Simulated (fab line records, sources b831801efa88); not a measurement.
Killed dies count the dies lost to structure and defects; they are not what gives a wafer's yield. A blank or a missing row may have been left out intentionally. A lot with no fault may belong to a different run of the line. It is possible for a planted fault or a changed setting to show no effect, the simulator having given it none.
A struck lot beside a sound one	flow sky130	22 out of 708 route steps
Sound: these wafers, L100.3, L100.4, L100.6. Struck: wafers L105.2, L105.5, L105.6. At the end, the cause is stated.
For every step that has rows: the tool of each side, followed by ch and its chambers, followed by its first start. Under that, the readings that differ: sound wafers	struck wafers	difference of the means	sigmas: that difference in standard deviations of wafers without a fault.
alike: readings whose means differ by less than 2 such deviations, and words and numbers that are the same on both sides. not compared: withheld readings, readings that some wafer has no value for, bounds like >300 that may hide the same value, and numbers for which the record gives no deviation and whose values overlap.
Wherever a step has rows on one side only, a row that says differs or no value, or a row with sigmas, the two part there. Numbers that have no deviation but don't overlap get no sigmas and don't part them. A reading that every wafer of one side lacks parts them only if that side has two wafers or more.

first, 1 step without rows for these wafers: SKY_METAL2_SPUTTER_00 (material Ti, target thk 15 nm, time 10 s).
SKY_METAL2_SPUTTER_01: material TiN, target thk 20 nm, time 16.7 s.
  struck on pvdSputter-02, day 38 23:32; sound on pvdSputter-04, day 37 16:36
  alike: cathodeDcPowerW, throttleValvePct
SKY_METAL2_SPUTTER_02: material AlCu, target thk 250 nm, time 13.3 s.
  struck on pvdSputter-02, day 38 23:33; sound on pvdSputter-04, day 37 16:38
  alike: cathodeDcPowerW, throttleValvePct
SKY_METAL2_SPUTTER_03: material Ti, target thk 5 nm, time 3.3 s.
  struck on pvdSputter-02, day 38 23:35; sound on pvdSputter-04, day 37 16:39
  alike: cathodeDcPowerW, throttleValvePct
SKY_METAL2_SPUTTER_04: material TiN, target thk 70 nm, time 58.3 s.
  struck on pvdSputter-02, day 38 23:35; sound on pvdSputter-04, day 37 16:40
  alike: cathodeDcPowerW, throttleValvePct
SKY_METAL2_RS_MEAS_05: measures by four-point-probe.
  struck on filmMetro-04, day 38 23:40; sound on filmMetro-03, day 37 16:46
  alike: METAL2_ALCU_RS
SKY_METAL2_THK_MEAS_06: measures by xrf.
  struck on filmMetro-04, day 38 23:46; sound on filmMetro-03, day 37 16:52
  alike: METAL2_ALCU_THK
then, 5 steps without rows for these wafers: SKY_METAL2_DEHYDRATE_07 (time 60 s); SKY_METAL2_HMDS_08 (prime time 60 s); SKY_METAL2_COAT_09 (resist thk 60 nm); SKY_METAL2_COAT_10 (resist thk 450 nm); SKY_METAL2_SOFTBAKE_11 (time 90 s).
SKY_METAL2_EXPOSE_12: exposes mask MM2, target cd 140 nm.
  sound on krfScanner-01 ch 0, day 38 05:14; struck on krfScanner-01 ch 0, day 39 11:51
  alike: mask, reticleTempC
then, 2 steps without rows for these wafers: SKY_METAL2_PEB_13; SKY_METAL2_DEVELOP_14 (develop time 60 s).
SKY_METAL2_CD_MEAS_15: the cd target is 140 nm.
  struck on cdSem-02, day 40 00:54; sound on cdSem-02, day 38 17:46
reading	sound	struck	difference	sigmas
cdNm (nm)	140.5 140.6 140.8	31.8 128.6 105.8	-51.9	-31
SKY_METAL2_OVL_MEAS_16:
  struck on overlay-01, day 40 01:00; sound on overlay-02, day 38 17:52
  alike: METAL2_OVL
SKY_METAL2_DESCUM_17: chemistry O2, time 8 s.
  sound on rieMetal-02 ch 0,1, day 38 17:53; struck on rieMetal-02 ch 0,1, day 40 01:02
reading	sound	struck	difference	sigmas
model.METAL2.cdNm (nm)	140.4 140.9 141	32.8 128.5 106.8	-51.4	
  alike: chamberPressureMTorr, drypumpMotorCurrentA, oesProductAu, rfFwdPowerW, tempC
  not compared: rfHoursCounterH
SKY_METAL2_ETCH_18: etches BARC in N2/H2, stops on SiO2, time 45.9 s, target depth 60 nm.
  sound on rieMetal-02 ch 0,1, day 38 17:56; struck on rieMetal-02 ch 0,1, day 40 01:04
  alike: chamberPressureMTorr, drypumpMotorCurrentA, oesProductAu, rfFwdPowerW, throttleValvePct
  not compared: rfHoursCounterH
SKY_METAL2_METAL_ETCH_19: etches the open film in Cl2/BCl3, stops on SiO2, target depth 360 nm, time 78 s.
  sound on rieMetal-02 ch 0,1, day 38 18:01; struck on rieMetal-02 ch 0,1, day 40 01:08
reading	sound	struck	difference	sigmas
model.METAL2.cdNm (nm)	140.6 141.9 140.3	32.59 127.8 105.3	-52.37	
  alike: bcl3FlowSccm, chamberPressureMTorr, drypumpMotorCurrentA, oesProductAu, rfFwdPowerW, throttleValvePct
  not compared: rfHoursCounterH
then, 1 step without rows for these wafers: SKY_METAL2_STRIP_20 (strips in O2/N2).
-- the record jumps here: 10 days lie between the struck wafers' starts before and after (it left off in module METAL2 and takes up again in module PAD_OPEN, whose first step shown is number 708 of the route) --
SKY_PAD_OPEN_PROBE_99:
  struck on prober-02, day 49 15:30; sound on prober-01, day 48 14:55
reading	sound	struck	difference	sigmas
defectLimitedYield (%)	82.5 80.3 88.0	0 82.1 0.8	-56	-27
killed_at_M0_to_M3	32 46 29	451 41 449	+278	+38
killedDies	86 97 59	492 88 488	+275	+28
killedOnRim	18 13 16	96 19 94	+54	+14
sort_bin_5_function (%)	10.8 10.6 5.9	92.1 10.4 89.6	+54.9	+34
sortNPass	406 395 433	0 404 4	-275	-28
sortYieldPct (%)	82.5 80.3 88.0	0 82.1 0.8	-56	-27
  alike: killed_at_M4_up, killedAtContacts, killedAtFrontEnd, killedAtOther, killedOpen, killedShort, sort_bin_3_pad_short, sort_bin_6_memory

## WHERE THEY PART
Earliest at SKY_METAL2_CD_MEAS_15; latest, in this record, at SKY_PAD_OPEN_PROBE_99.

WHY: the cause the simulator had injected
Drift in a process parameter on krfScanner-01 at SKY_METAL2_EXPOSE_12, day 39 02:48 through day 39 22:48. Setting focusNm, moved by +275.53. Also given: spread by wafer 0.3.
